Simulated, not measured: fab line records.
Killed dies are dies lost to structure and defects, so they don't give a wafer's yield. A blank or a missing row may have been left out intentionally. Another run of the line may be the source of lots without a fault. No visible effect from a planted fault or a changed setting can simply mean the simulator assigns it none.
Which tool did it?    flow gf180mcu    Sampling: 12 lots, 36 wafers, 6 of 602 route steps

WHAT THE GAUGES SHOWED, per wafer
GF_MVPSD_OVL_MEAS_07. Usual: MVPSD_OVL 1.1 nm, standard deviation 1.5.
lot   measured      on          MVPSD_OVL (nm)  flag
L674  day 5 07:13   overlay-01  4.7 4.4 2.2     
L675  day 5 13:43   overlay-01  1.4 1.7 1.3     
L676  day 5 18:37   overlay-01  1.9 -0.3 1.5    
L680  day 6 21:25   overlay-02  1.8 0.9 0.4     
L679  day 6 21:59   overlay-02  -1.3 -0.5 0.2   
L681  day 7 01:29   overlay-01  3.1 1.8 2.3     
L682  day 7 13:06   overlay-01  3.1 3.0 4.3     
L685  day 8 02:13   overlay-02  1.9 2.4 2.0     
L686  day 8 07:59   overlay-01  -0.9 -1.5 -1.4  
L688  day 8 22:55   overlay-01  1.5 1.6 1.8     
L689  day 9 01:20   overlay-02  1.6 -0.1 1.0    
L694  day 10 06:52  overlay-02  0.4 -1.2 -2.2   

GF_VT_IMPLANT_RS_MEAS_48: the measuring method here is four-point-probe. Usual: LVPWELL_RS 1195.6 ohm/sq, standard deviation 2.8.
lot   measured      on             LVPWELL_RS (ohm/sq)                        flag
L674  day 7 22:58   film_metro-01  1196.0 1196.5 1196.7                       
L675  day 8 06:37   film_metro-01  1197.8 1199.3 1194.7                       
L676  day 8 12:07   film_metro-03  1192.5 1192.9 1192.1                       
L680  day 9 18:37   film_metro-03  1195.9 1194.2 1193.1                       
L679  day 9 18:45   film_metro-04  1198.5 1195.3 1196.9                       
L681  day 9 21:32   film_metro-03  1200.0 1199.9 1204.0                       
L682  day 10 11:57  film_metro-03  1159.9 1157.2 1158.9 1157.9 1159.5 1158.8  OFF
L685  day 11 00:58  film_metro-04  1157.4 1157.6 1156.3 1156.4 1158.3 1157.3  OFF
L686  day 11 08:28  film_metro-01  1153.3 1156.1 1155.2 1155.0 1153.0 1157.2  OFF
L688  day 12 00:17  film_metro-04  1194.2 1197.2 1192.6                       
L689  day 12 06:35  film_metro-01  1194.9 1191.2 1195.0                       
L694  day 13 13:34  film_metro-01  1192.8 1194.0 1194.5                       

GF_VT_IMPLANT_RS_MEAS_49: the measuring method here is four-point-probe. Usual: MVPSD_RS 1168 ohm/sq, standard deviation 3.1.
lot   measured      on             MVPSD_RS (ohm/sq)  flag
L674  day 7 23:05   film_metro-01  1165 1168 1167     
L675  day 8 06:44   film_metro-01  1168 1167 1166     
L676  day 8 12:14   film_metro-03  1169 1169 1170     
L680  day 9 18:44   film_metro-03  1171 1170 1170     
L679  day 9 18:52   film_metro-04  1169 1170 1168     
L681  day 9 21:39   film_metro-03  1170 1172 1172     
L682  day 10 17:26  film_metro-03  1172 1171 1173     
L685  day 11 02:50  film_metro-04  1166 1163 1166     
L686  day 11 10:45  film_metro-01  1161 1165 1165     
L688  day 12 00:25  film_metro-04  1168 1163 1165     
L689  day 12 06:43  film_metro-01  1166 1164 1164     
L694  day 13 13:41  film_metro-01  1165 1171 1167     

GF_HV_LDD_THK_MEAS_57. Usual: HV_LDD_CVD_56_THK 90.1 nm, standard deviation 0.89.
lot   measured      on             HV_LDD_CVD_56_THK (nm)  flag
L674  day 12 23:50  film_metro-03  89.5 89.2 88.0          
L675  day 13 10:08  film_metro-03  89.5 89.0 88.8          
L676  day 13 18:30  film_metro-04  90.9 91.1 90.6          
L680  day 15 10:08  film_metro-01  91.4 91.1 90.6          
L679  day 15 08:43  film_metro-01  90.8 90.7 91.0          
L681  day 15 10:40  film_metro-03  90.7 89.9 90.7          
L682  day 16 02:25  film_metro-01  90.2 88.8 89.5          
L685  day 16 16:18  film_metro-04  90.7 90.7 90.6          
L686  day 17 01:56  film_metro-01  89.5 89.7 89.7          
L688  day 17 21:19  film_metro-01  90.3 90.7 90.3          
L689  day 18 03:05  film_metro-01  91.0 90.1 90.6          
L694  day 19 19:58  film_metro-01  89.6 89.6 89.3          

EACH LOT AND THE TOOL THAT RAN IT (in order: tool; ch and the chambers of the sampled wafers; start)
lot   GF_LVPWELL_IMPLANT_08           GF_POLY_GATE_ETCH_12
L674  implanter-03 ch 0, day 4 02:35  rie_diel-01 ch 1,2,3, day 9 14:27
L675  implanter-03 ch 0, day 4 08:53  rie_diel-02 ch 1,2,3, day 9 22:35
L676  implanter-03 ch 0, day 4 13:15  rie_diel-04 ch 1,3, day 10 04:20
L680  implanter-04 ch 0, day 5 14:17  rie_diel-01 ch 1,2, day 11 14:29
L679  implanter-04 ch 0, day 5 14:59  rie_diel-04 ch 0,1, day 11 14:08
L681  implanter-04 ch 0, day 5 18:23  rie_diel-04 ch 0,1,3, day 11 16:16
L682  implanter-04 ch 0, day 6 04:12  rie_diel-01 ch 0,1,3, day 12 08:37
L685  implanter-04 ch 0, day 6 18:00  rie_diel-04 ch 0,2,3, day 12 20:56
L686  implanter-04 ch 0, day 6 22:44  rie_diel-04 ch 0,1,3, day 13 04:12
L688  implanter-02 ch 0, day 7 12:37  rie_diel-02 ch 2,3, day 13 23:24
L689  implanter-03 ch 0, day 7 14:48  rie_diel-02 ch 0,1,2, day 14 05:18
L694  implanter-02 ch 0, day 8 18:33  rie_diel-02 ch 0,1,2, day 15 13:48
- GF_LVPWELL_IMPLANT_08
- GF_POLY_GATE_ETCH_12: etches BARC in N2/H2.

WHAT THE TOOLS THEMSELVES READ (means of the sampled wafers that have a number; where no wafer has one, the mark that the record gives instead)
GF_LVPWELL_IMPLANT_08. Usual: 170.01 for beam_energy_keV, sd 0.051.
lot   tool          beam_energy_keV  flag
L674  implanter-03  170.05           
L675  implanter-03  170.04           
L676  implanter-03  170.01           
L680  implanter-04  169.99           
L679  implanter-04  169.99           
L681  implanter-04  170.10           
L682  implanter-04  201.58           OFF
L685  implanter-04  201.68           OFF
L686  implanter-04  201.59           OFF
L688  implanter-02  169.99           
L689  implanter-03  169.98           
L694  implanter-02  170.01           

GF_POLY_GATE_ETCH_12. Usual: drypump_motor_current_A 5.7 A, standard deviation 0.6; oes_product_au 0.735 a.u., standard deviation 0.0045; throttle_valve_pct 13.214 %, standard deviation 0.01.
lot   tool         drypump_motor_current_A (A)  oes_product_au (a.u.)  throttle_valve_pct (%)  flag
L674  rie_diel-01  5.6                          0.737                  13.214                  
L675  rie_diel-02  5.4                          0.740                  13.223                  
L676  rie_diel-04  5.2                          0.733                  13.219                  
L680  rie_diel-01  5.7                          0.732                  13.207                  
L679  rie_diel-04  5.6                          0.736                  13.217                  
L681  rie_diel-04  5.7                          0.734                  13.211                  
L682  rie_diel-01  5.6                          0.736                  13.206                  
L685  rie_diel-04  6.2                          0.733                  13.221                  
L686  rie_diel-04  5.7                          0.736                  13.210                  
L688  rie_diel-02  5.1                          0.741                  13.208                  
L689  rie_diel-02  5.4                          0.735                  13.205                  
L694  rie_diel-02  5.4                          0.733                  13.212                  

THE ANSWER, worked out from the rows above alone
Rule: a lot counts as off when the mean over its wafers that have a number is more than 3 standard deviations away from the usual mean. A lot without any number at a reading at which 4 lots or more have one is off too. Where the step has rows for the other lots, those lots are counted as sound. After the gauges, taken in route order, come the tools' own readings; for these a lot's mean is taken, as printed above. The first step at which some lot is off is used, and at that step the reading that is off furthest; a lot without a number counts as furthest.
Off: L682, L685, L686, at GF_VT_IMPLANT_RS_MEAS_48 (LVPWELL_RS).
If a tool, at a process step before that reading, ran all the lots that are off and no sound lot after the first of them, it fits. Not tried: the gauges at GF_VT_IMPLANT_RS_MEAS_48; whatever is off there is also off at GF_LVPWELL_IMPLANT_08, on other tools, and gauge error can't account for it. One fits: implanter-04 at GF_LVPWELL_IMPLANT_08. Its last sound lot is L681 (day 5 18:23), its first lot that is off L682 (day 6 04:12): a fault that began between those two fits.
On the lots that are off, the tool's own readings at GF_LVPWELL_IMPLANT_08 differ by more than 5 times the standard deviation of the sound lots' means, which bears it out; beam_energy_keV reads 201.62 there versus 170.02 on the sound lots.

WHAT THE SIMULATOR HAD PUT IN
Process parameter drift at GF_LVPWELL_IMPLANT_08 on implanter-04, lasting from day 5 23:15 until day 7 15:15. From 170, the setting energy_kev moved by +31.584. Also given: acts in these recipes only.
Struck lots among those shown: L682, L685, L686. The rule above found the same.
